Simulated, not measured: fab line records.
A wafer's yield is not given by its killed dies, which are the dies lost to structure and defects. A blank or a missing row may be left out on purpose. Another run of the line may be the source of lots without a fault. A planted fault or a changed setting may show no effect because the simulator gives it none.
Chamber matching    flow sky130    SKY_VIA3_ETCH_15 on rie-diel-04: 4 sister chambers
The step etches SiO2 in C4F8/O2/Ar, stops on TiN, target depth 507 nm, time 78 s. 18 wafers are shown with their chamber, then 9 later ones without.

== WAFERS WITH THEIR CHAMBER ==
wafer   chamber  oes-product-au (a.u.)
L076.1  2        0.943
L076.2  1        0.950
L076.5  0        0.953
L079.1  3        0.949
L079.3  0        0.949
L079.6  1        0.934
L081.2  3        0.944
L081.4  1        0.943
L081.5  1        0.949
L083.3  0        0.946
L083.4  3        0.955
L083.6  3        0.942
L084.1  1        0.947
L084.2  3        0.947
L084.3  2        0.947
L084.4  0        0.950
L084.5  1        0.952
L084.6  0        0.941

SIGNATURES (averages over the wafers above)
reading         chamber 0  chamber 1  chamber 2  chamber 3  scatter within a chamber
oes-product-au  0.94780    0.94583    0.94500    0.94740    0.00539
Rule: for each reading, subtract the chamber's mean from the wafer's reading, divide by that reading's scatter and square the result; add these up over the readings and take the root, which gives the wafer's distance from the chamber. If the next closest chamber is less than 2 further off than the closest, the wafer can't be placed; otherwise it belongs to the closest. The scatter is the square root of a quotient: the sum, over the shown wafers, of each reading's squared deviation from its chamber's mean, divided by wafers minus chambers.

== WAFERS WITH NO CHAMBER GIVEN ==
wafer   oes-product-au (a.u.)
L087.2  0.944
L087.5  0.950
L087.6  0.944
L094.1  0.942
L094.5  0.944
L094.6  0.944
L095.1  0.947
L095.2  0.935
L095.4  0.939

== THE CHAMBER EACH PASSED THROUGH ==
wafer   from the rows above                in truth
L087.2  can't be placed: 2 or 1 or 3 or 0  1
L087.5  can't be placed: 0 or 3 or 1 or 2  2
L087.6  can't be placed: 2 or 1 or 3 or 0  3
L094.1  can't be placed: 2 or 1 or 3 or 0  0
L094.5  can't be placed: 2 or 1 or 3 or 0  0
L094.6  can't be placed: 2 or 1 or 3 or 0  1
L095.1  can't be placed: 3 or 0 or 1 or 2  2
L095.2  can't be placed: 2 or 1 or 3 or 0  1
L095.4  can't be placed: 2 or 1 or 3 or 0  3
Correctly placed: 0 of 9. These rows do not allow placing 9 (true chamber among the candidates in 9). 0 placed wrongly.
